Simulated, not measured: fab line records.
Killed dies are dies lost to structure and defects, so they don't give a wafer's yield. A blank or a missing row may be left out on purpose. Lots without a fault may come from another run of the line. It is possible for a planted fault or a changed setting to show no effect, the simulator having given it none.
Which tool was responsible? + flow gf180mcu + 13 lots, 39 wafers sampled, at 6 steps of a route of 602

## WHAT THE GAUGES READ, wafer by wafer
GF_CONTACT_THK_MEAS_03. Usual: CONTACT_CVD_02_THK gives 861 nm (standard deviation 13).
| lot  | measured     | on            | CONTACT_CVD_02_THK (nm) | flag |
|------|--------------|---------------|-------------------------|------|
| L680 | day 15 01:38 | film_metro-01 | 844 859 869             |      |
| L681 | day 15 10:16 | film_metro-03 | 870 850 878             |      |
| L682 | day 15 21:05 | film_metro-04 | 864 878 870             |      |
| L690 | day 18 21:05 | film_metro-03 | 855 845 875             |      |
| L691 | day 19 09:36 | film_metro-03 | 852 860 870             |      |
| L692 | day 19 13:35 | film_metro-04 | 865 872 876             |      |
| L693 | day 20 05:06 | film_metro-04 | 862 861 876             |      |
| L696 | day 21 02:29 | film_metro-04 | 868 865 886             |      |
| L698 | day 21 11:06 | film_metro-03 | 841 860 859             |      |
| L699 | day 21 21:59 | film_metro-01 | 860 862 883             |      |
| L701 | day 22 09:53 | film_metro-03 | 855 851 867             |      |
| L702 | day 22 21:16 | film_metro-04 | 875 887 870             |      |
| L703 | day 23 04:40 | film_metro-03 | 851 871 861             |      |

GF_CONTACT_RS_MEAS_25: measurement is done with a four-point probe. Usual: CONTACT_W_RS gives 0.381 ohm/sq (standard deviation 0.0044).
| lot  | measured     | on            | CONTACT_W_RS (ohm/sq) | flag |
|------|--------------|---------------|-----------------------|------|
| L680 | day 16 00:40 | film_metro-01 | 0.373 0.378 0.383     |      |
| L681 | day 16 09:02 | film_metro-03 | 0.388 0.386 0.385     |      |
| L682 | day 16 19:44 | film_metro-01 | 0.382 0.374 0.377     |      |
| L690 | day 19 22:35 | film_metro-03 | 0.400 0.403 0.410     | OFF  |
| L691 | day 20 10:29 | film_metro-03 | 0.413 0.406 0.417     | OFF  |
| L692 | day 20 14:37 | film_metro-03 | 0.384 0.380 0.385     |      |
| L693 | day 21 06:08 | film_metro-03 | 0.385 0.383 0.386     |      |
| L696 | day 22 03:29 | film_metro-01 | 0.388 0.384 0.382     |      |
| L698 | day 22 11:24 | film_metro-03 | 0.385 0.384 0.385     |      |
| L699 | day 22 22:08 | film_metro-03 | 0.383 0.383 0.372     |      |
| L701 | day 23 09:39 | film_metro-01 | 0.374 0.376 0.377     |      |
| L702 | day 23 21:13 | film_metro-03 | 0.386 0.373 0.377     |      |
| L703 | day 24 05:15 | film_metro-04 | 0.383 0.380 0.376     |      |

GF_CONTACT_THK_MEAS_26: measures by xrf. Usual: CONTACT_W_THK gives 304 nm (standard deviation 4.6).
| lot  | measured     | on            | CONTACT_W_THK (nm) | flag |
|------|--------------|---------------|--------------------|------|
| L680 | day 16 00:47 | film_metro-01 | 311 311 303        |      |
| L681 | day 16 09:10 | film_metro-03 | 297 298 299        |      |
| L682 | day 16 19:52 | film_metro-01 | 306 312 308        |      |
| L690 | day 19 22:43 | film_metro-03 | 290 286 281        | OFF  |
| L691 | day 20 10:37 | film_metro-03 | 280 283 276        | OFF  |
| L692 | day 20 14:44 | film_metro-03 | 304 303 300        |      |
| L693 | day 21 06:15 | film_metro-03 | 302 303 300        |      |
| L696 | day 22 03:37 | film_metro-01 | 298 302 302        |      |
| L698 | day 22 11:31 | film_metro-03 | 302 303 301        |      |
| L699 | day 22 22:15 | film_metro-03 | 302 302 312        |      |
| L701 | day 23 09:46 | film_metro-01 | 311 308 309        |      |
| L702 | day 23 21:19 | film_metro-03 | 308 317 316        |      |
| L703 | day 24 05:22 | film_metro-04 | 304 305 309        |      |

## TOOL THAT RAN EACH LOT (tool first, then ch and the chambers of the sampled wafers, then the start)
| lot  | GF_CONTACT_CVD_02               | GF_CONTACT_CMP_04             | GF_CONTACT_CVD_24             |
|------|---------------------------------|-------------------------------|-------------------------------|
| L680 | pecvd-03 ch 0,2, day 15 01:34   | cmp-02 ch 0,3, day 15 01:44   | cvd_w-01 ch 0,1, day 16 00:34 |
| L681 | pecvd-01 ch 0,1,2, day 15 10:12 | cmp-01 ch 0,1,2, day 15 10:23 | cvd_w-02 ch 0,1, day 16 08:56 |
| L682 | pecvd-01 ch 0,1,2, day 15 21:01 | cmp-02 ch 2,3, day 15 21:09   | cvd_w-01 ch 0,1, day 16 19:38 |
| L690 | pecvd-01 ch 0,1, day 18 21:01   | cmp-02 ch 0,1,3, day 18 21:09 | cvd_w-01 ch 0,1, day 19 22:29 |
| L691 | pecvd-01 ch 0,1,2, day 19 09:32 | cmp-02 ch 0,3, day 19 09:40   | cvd_w-01 ch 0,1, day 20 10:23 |
| L692 | pecvd-01 ch 0,2, day 19 13:31   | cmp-02 ch 0,3, day 19 13:42   | cvd_w-02 ch 0,1, day 20 14:29 |
| L693 | pecvd-01 ch 0,1,2, day 20 05:02 | cmp-02 ch 0,1,2, day 20 05:10 | cvd_w-02 ch 0,1, day 21 06:02 |
| L696 | pecvd-02 ch 1,2, day 21 02:25   | cmp-02 ch 0,2,3, day 21 02:36 | cvd_w-02 ch 0,1, day 22 03:23 |
| L698 | pecvd-03 ch 0,1,2, day 21 11:01 | cmp-01 ch 1,2,3, day 21 11:14 | cvd_w-02 ch 0, day 22 11:17   |
| L699 | pecvd-01 ch 0,1, day 21 21:55   | cmp-02 ch 0,3, day 21 22:02   | cvd_w-01 ch 0,1, day 22 22:02 |
| L701 | pecvd-03 ch 0,2, day 22 09:49   | cmp-02 ch 0,1,3, day 22 10:00 | cvd_w-01 ch 0,1, day 23 09:33 |
| L702 | pecvd-02 ch 0,1,2, day 22 21:13 | cmp-02 ch 1,2, day 22 21:18   | cvd_w-01 ch 0,1, day 23 21:06 |
| L703 | pecvd-03 ch 0,1, day 23 04:35   | cmp-02 ch 0,1,2, day 23 04:46 | cvd_w-01 ch 0,1, day 24 05:08 |
- GF_CONTACT_CVD_02: deposits SiO2 from TEOS, target thk 860 nm, time 95.992 s.
- GF_CONTACT_CMP_04: polishes SiO2.
- GF_CONTACT_CVD_24: deposits W, target thk 300 nm, time 90.339 s.

## WHAT THE TOOLS THEMSELVES READ (means of the sampled wafers that have a number; where no wafer has one, the mark that the record gives instead)
GF_CONTACT_CVD_02. Usual: heater_power_w 633 W, standard deviation 97; rf_fwd_power_W 596.0 W, standard deviation 2.1.
| lot  | tool     | heater_power_w (W) | rf_fwd_power_W (W) | flag |
|------|----------|--------------------|--------------------|------|
| L680 | pecvd-03 | 628                | 595.7              |      |
| L681 | pecvd-01 | 633                | 597.1              |      |
| L682 | pecvd-01 | 642                | 596.8              |      |
| L690 | pecvd-01 | 636                | 597.4              |      |
| L691 | pecvd-01 | 694                | 595.4              |      |
| L692 | pecvd-01 | 698                | 597.0              |      |
| L693 | pecvd-01 | 650                | 598.3              |      |
| L696 | pecvd-02 | 685                | 597.3              |      |
| L698 | pecvd-03 | 579                | 594.4              |      |
| L699 | pecvd-01 | 608                | 597.0              |      |
| L701 | pecvd-03 | 612                | 596.9              |      |
| L702 | pecvd-02 | 681                | 595.6              |      |
| L703 | pecvd-03 | 558                | 595.7              |      |

GF_CONTACT_CMP_04. Usual: motor_current_A 11.9 A, standard deviation 0.73; platen_rpm 60.00 rpm, standard deviation 0.042; time_to_endpoint_s 113 s, standard deviation 5.8.
| lot  | tool   | motor_current_A (A) | platen_rpm (rpm) | time_to_endpoint_s (s) | flag |
|------|--------|---------------------|------------------|------------------------|------|
| L680 | cmp-02 | 12.4                | 59.99            | 109                    |      |
| L681 | cmp-01 | 11.8                | 60.02            | 114                    |      |
| L682 | cmp-02 | 11.8                | 59.99            | 115                    |      |
| L690 | cmp-02 | 12.2                | 60.01            | 111                    |      |
| L691 | cmp-02 | 12.5                | 60.04            | 114                    |      |
| L692 | cmp-02 | 12.1                | 59.99            | 116                    |      |
| L693 | cmp-02 | 11.5                | 59.99            | 117                    |      |
| L696 | cmp-02 | 12.2                | 60.04            | 119                    |      |
| L698 | cmp-01 | 11.9                | 59.98            | 110                    |      |
| L699 | cmp-02 | 12.1                | 60.00            | 115                    |      |
| L701 | cmp-02 | 11.7                | 59.98            | 115                    |      |
| L702 | cmp-02 | 11.5                | 60.03            | 124                    |      |
| L703 | cmp-02 | 11.3                | 59.97            | 118                    |      |

GF_CONTACT_CVD_24. Usual: chamber_pressure_Torr 40.02 Torr, standard deviation 0.09; heater_power_w 743 W, standard deviation 56.
| lot  | tool     | chamber_pressure_Torr (Torr) | heater_power_w (W) | flag |
|------|----------|------------------------------|--------------------|------|
| L680 | cvd_w-01 | 40.07                        | 774                |      |
| L681 | cvd_w-02 | 39.95                        | 737                |      |
| L682 | cvd_w-01 | 40.08                        | 777                |      |
| L690 | cvd_w-01 | 34.61                        | 705                | OFF  |
| L691 | cvd_w-01 | 34.63                        | 705                | OFF  |
| L692 | cvd_w-02 | 39.98                        | 780                |      |
| L693 | cvd_w-02 | 40.14                        | 749                |      |
| L696 | cvd_w-02 | 40.06                        | 775                |      |
| L698 | cvd_w-02 | 39.91                        | 824                |      |
| L699 | cvd_w-01 | 40.05                        | 740                |      |
| L701 | cvd_w-01 | 40.02                        | 740                |      |
| L702 | cvd_w-01 | 39.96                        | 739                |      |
| L703 | cvd_w-01 | 39.94                        | 744                |      |

## THE ANSWER, worked out from the rows above alone
Rule: lot off if the mean of its wafers having a number is beyond 3 standard deviations from the usual mean. A lot without any number at a reading at which 4 lots or more have one is off too. All remaining lots with rows at the step are treated as sound. After the gauges, taken in route order, come the tools' own readings; for these a lot's mean is taken, as printed above. The first step at which some lot is off is used, and at that step the reading that is off furthest; a lot without a number counts as furthest.
Off: L690, L691, seen at GF_CONTACT_RS_MEAS_25 (CONTACT_W_RS).
If a tool, at a process step before that reading, ran all the lots that are off and no sound lot after the first of them, it fits. The gauges at GF_CONTACT_RS_MEAS_25 aren't tried: what is off there is off at GF_CONTACT_CVD_24 too, on other tools, and a gauge's error can't cause that. None of those tried fits.

## WHAT HAD BEEN PUT IN BY THE SIMULATOR
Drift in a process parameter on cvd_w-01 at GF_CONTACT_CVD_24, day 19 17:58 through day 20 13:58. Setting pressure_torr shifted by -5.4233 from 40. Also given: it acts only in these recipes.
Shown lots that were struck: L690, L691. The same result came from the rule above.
